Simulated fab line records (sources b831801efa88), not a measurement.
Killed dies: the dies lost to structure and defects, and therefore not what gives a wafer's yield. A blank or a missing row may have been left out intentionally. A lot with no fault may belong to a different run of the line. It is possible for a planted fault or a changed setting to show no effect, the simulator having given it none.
Chamber matching -- flow sky130 -- 4 sister chambers for SKY_FIELD_ISO_ETCH_17 on rie si-01
The step etches Si in HBr/Cl2/O2, target depth 342 nm, time 97.7 s. 14 wafers are shown with their chamber, then 7 later ones without.

## EACH WAFER AND ITS CHAMBER
wafer,chamber,drypump motor current A (A),oes product au (a.u.),throttle valve pct (%)
L496.2,3,5.9,0.999,25.641
L496.4,0,5.5,1.018,25.641
L496.6,2,5.6,1.024,25.621
L500.1,1,6.0,0.989,25.653
L500.2,0,5.4,1.018,25.644
L500.4,3,5.9,1.004,25.669
L502.1,0,5.5,1.013,25.643
L502.3,1,6.0,0.988,25.667
L502.5,3,6.0,1.009,25.655
L504.1,2,5.6,1.019,25.635
L504.2,0,5.4,1.020,25.643
L504.6,1,5.9,0.997,25.666
L506.1,2,5.6,1.009,25.643
L506.3,0,5.5,1.018,25.643

SIGNATURES, as means of the wafers listed above
reading,chamber 0,chamber 1,chamber 2,chamber 3,scatter within a chamber
drypump motor current A,5.460,5.967,5.600,5.933,0.0503
oes product au,1.01740,0.99133,1.01733,1.00400,0.00492
throttle valve pct,25.64280,25.66200,25.63300,25.65500,0.00876
Rule: for each reading, subtract the chamber's mean from the wafer's reading, divide by that reading's scatter and square the result; add these up over the readings and take the root, which gives the wafer's distance from the chamber. The wafer belongs to the nearest chamber; if the next one is less than 2 further off, it can't be placed. The scatter is the square root of a quotient: the sum, over the shown wafers, of each reading's squared deviation from its chamber's mean, divided by wafers minus chambers.

## WAFERS WITH NO CHAMBER GIVEN
wafer,drypump motor current A (A),oes product au (a.u.),throttle valve pct (%)
L506.5,6.0,0.998,25.685
L508.1,5.4,1.009,25.636
L508.5,6.0,0.980,25.671
L508.6,5.6,1.002,25.649
L510.3,5.5,1.013,25.653
L510.4,5.9,0.991,25.675
L510.6,6.0,0.973,25.670

## CHAMBER TAKEN BY EACH
wafer,from the rows above,in truth
L506.5,can't be placed: 1 or 3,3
L508.1,0,0
L508.5,1,1
L508.6,can't be placed: 2 or 0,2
L510.3,can't be placed: 0 or 2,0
L510.4,can't be placed: 1 or 3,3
L510.6,1,1
Correct placement for 3 of the 7. Cannot be placed on the basis of these rows: 4; the candidates contain the true chamber in 4. Wrongly placed: 0.
